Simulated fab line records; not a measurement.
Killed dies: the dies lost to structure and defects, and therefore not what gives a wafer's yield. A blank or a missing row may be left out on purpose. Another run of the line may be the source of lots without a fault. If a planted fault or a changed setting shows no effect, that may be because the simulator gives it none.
A sampling plan put to the test / flow gf180mcu / one fab line, 12 faults that these records tell of, each judged on the records of the lots that it struck; 1 more is left out, because the records don't allow judging it
The plan consists of the line's own looks: route steps at which the wafer is read by a gauge or an inspection but not changed. A look is open to judgement when struck wafers have a number at it and the file gives its usual mean and standard deviation on fault-free wafers. Caught: 4 or more of those standard deviations (sigma) separate the usual mean from the mean of the struck wafers at a look after the fault's first step. On the tool: here the same test is run on the tool's own readings at the fault's steps. Caught also covers a different recipe on the struck wafers, or a record left blank for those wafers only.

== THE FAULTS, as the simulator had put them in ==
1. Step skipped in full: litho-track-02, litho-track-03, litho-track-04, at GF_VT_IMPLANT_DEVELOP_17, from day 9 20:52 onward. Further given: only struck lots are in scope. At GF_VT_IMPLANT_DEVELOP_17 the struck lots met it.
2. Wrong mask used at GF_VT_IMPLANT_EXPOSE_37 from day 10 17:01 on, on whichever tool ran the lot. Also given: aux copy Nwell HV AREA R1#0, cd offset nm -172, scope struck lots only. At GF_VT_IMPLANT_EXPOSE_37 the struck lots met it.
3. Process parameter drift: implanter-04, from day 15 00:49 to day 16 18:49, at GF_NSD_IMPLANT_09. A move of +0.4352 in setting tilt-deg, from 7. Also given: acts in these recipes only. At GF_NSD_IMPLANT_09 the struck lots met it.
4. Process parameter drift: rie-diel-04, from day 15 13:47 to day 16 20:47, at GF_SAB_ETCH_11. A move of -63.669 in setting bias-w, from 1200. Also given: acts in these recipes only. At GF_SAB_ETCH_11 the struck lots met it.
5. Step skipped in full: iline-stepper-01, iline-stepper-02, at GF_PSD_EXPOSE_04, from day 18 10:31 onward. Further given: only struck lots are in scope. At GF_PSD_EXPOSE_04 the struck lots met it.
6. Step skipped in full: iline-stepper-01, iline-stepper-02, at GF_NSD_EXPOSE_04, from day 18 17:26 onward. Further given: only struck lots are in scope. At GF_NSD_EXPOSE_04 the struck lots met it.
7. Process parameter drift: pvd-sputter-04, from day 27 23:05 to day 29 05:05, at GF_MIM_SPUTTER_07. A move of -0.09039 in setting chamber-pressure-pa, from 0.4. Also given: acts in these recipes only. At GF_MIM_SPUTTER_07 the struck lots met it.
8. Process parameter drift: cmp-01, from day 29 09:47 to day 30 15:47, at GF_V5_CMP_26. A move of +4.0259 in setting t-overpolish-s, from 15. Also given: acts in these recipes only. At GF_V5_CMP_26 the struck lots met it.
9. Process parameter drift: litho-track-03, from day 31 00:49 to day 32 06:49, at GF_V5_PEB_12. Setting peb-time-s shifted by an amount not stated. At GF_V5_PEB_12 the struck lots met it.
10. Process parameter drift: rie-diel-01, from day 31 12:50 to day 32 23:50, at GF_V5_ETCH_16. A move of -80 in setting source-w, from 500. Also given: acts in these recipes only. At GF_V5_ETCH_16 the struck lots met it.
11. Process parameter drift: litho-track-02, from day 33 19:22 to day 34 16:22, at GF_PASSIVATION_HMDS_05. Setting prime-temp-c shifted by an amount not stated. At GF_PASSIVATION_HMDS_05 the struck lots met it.
12. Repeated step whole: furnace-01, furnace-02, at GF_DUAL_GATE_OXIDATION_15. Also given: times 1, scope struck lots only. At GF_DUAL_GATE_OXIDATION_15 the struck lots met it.

== WHAT THE PLAN SAW ==
fault=1; on the tool itself=the tool's record is blank for the struck wafers; first look that catches it=no look after it can be judged; reading, sigma=-; median hours from its first step to that look=-; hours from the fault's start to the first struck lot there=-; judged looks passed uncaught=0
fault=2; on the tool itself=no reading that can be judged; first look that catches it=not the one look that can be judged after it; reading, sigma=-; median hours from its first step to that look=-; hours from the fault's start to the first struck lot there=-; judged looks passed uncaught=1
fault=3; on the tool itself=tilt-deg +22 sigma; first look that catches it=not the one look that can be judged after it; reading, sigma=-; median hours from its first step to that look=-; hours from the fault's start to the first struck lot there=-; judged looks passed uncaught=1
fault=4; on the tool itself=bias-w -18 sigma; first look that catches it=no look after it can be judged; reading, sigma=-; median hours from its first step to that look=-; hours from the fault's start to the first struck lot there=-; judged looks passed uncaught=0
fault=5; on the tool itself=no reading that can be judged; first look that catches it=no look after it can be judged; reading, sigma=-; median hours from its first step to that look=-; hours from the fault's start to the first struck lot there=-; judged looks passed uncaught=0
fault=6; on the tool itself=no reading that can be judged; first look that catches it=no look after it can be judged; reading, sigma=-; median hours from its first step to that look=-; hours from the fault's start to the first struck lot there=-; judged looks passed uncaught=0
fault=7; on the tool itself=chamber-pressure-pa -99 or beyond sigma; first look that catches it=no look after it can be judged; reading, sigma=-; median hours from its first step to that look=-; hours from the fault's start to the first struck lot there=-; judged looks passed uncaught=0
fault=8; on the tool itself=overpolish-run-s +99 or beyond sigma; first look that catches it=no look after it can be judged; reading, sigma=-; median hours from its first step to that look=-; hours from the fault's start to the first struck lot there=-; judged looks passed uncaught=0
fault=9; on the tool itself=heater-power-total-W +18 sigma; first look that catches it=no look after it can be judged; reading, sigma=-; median hours from its first step to that look=-; hours from the fault's start to the first struck lot there=-; judged looks passed uncaught=0
fault=10; on the tool itself=rf-fwd-power-W -37 sigma; first look that catches it=not the one look that can be judged after it; reading, sigma=-; median hours from its first step to that look=-; hours from the fault's start to the first struck lot there=-; judged looks passed uncaught=1
fault=11; on the tool itself=prime-temp-c +6.1 sigma; first look that catches it=no look after it can be judged; reading, sigma=-; median hours from its first step to that look=-; hours from the fault's start to the first struck lot there=-; judged looks passed uncaught=0
fault=12; on the tool itself=under 2 sigma; first look that catches it=no look after it can be judged; reading, sigma=-; median hours from its first step to that look=-; hours from the fault's start to the first struck lot there=-; judged looks passed uncaught=0
Dash: fault not caught, or number not given in these records.

Caught at a look: 0 of 12. Caught on the tool: 8 of 12. By one or the other: 8 of 12.
Caught on the tool alone: faults 1, 3, 4, 7, 8, 9, 10, 11.
Caught by neither: faults 2, 5, 6, 12.
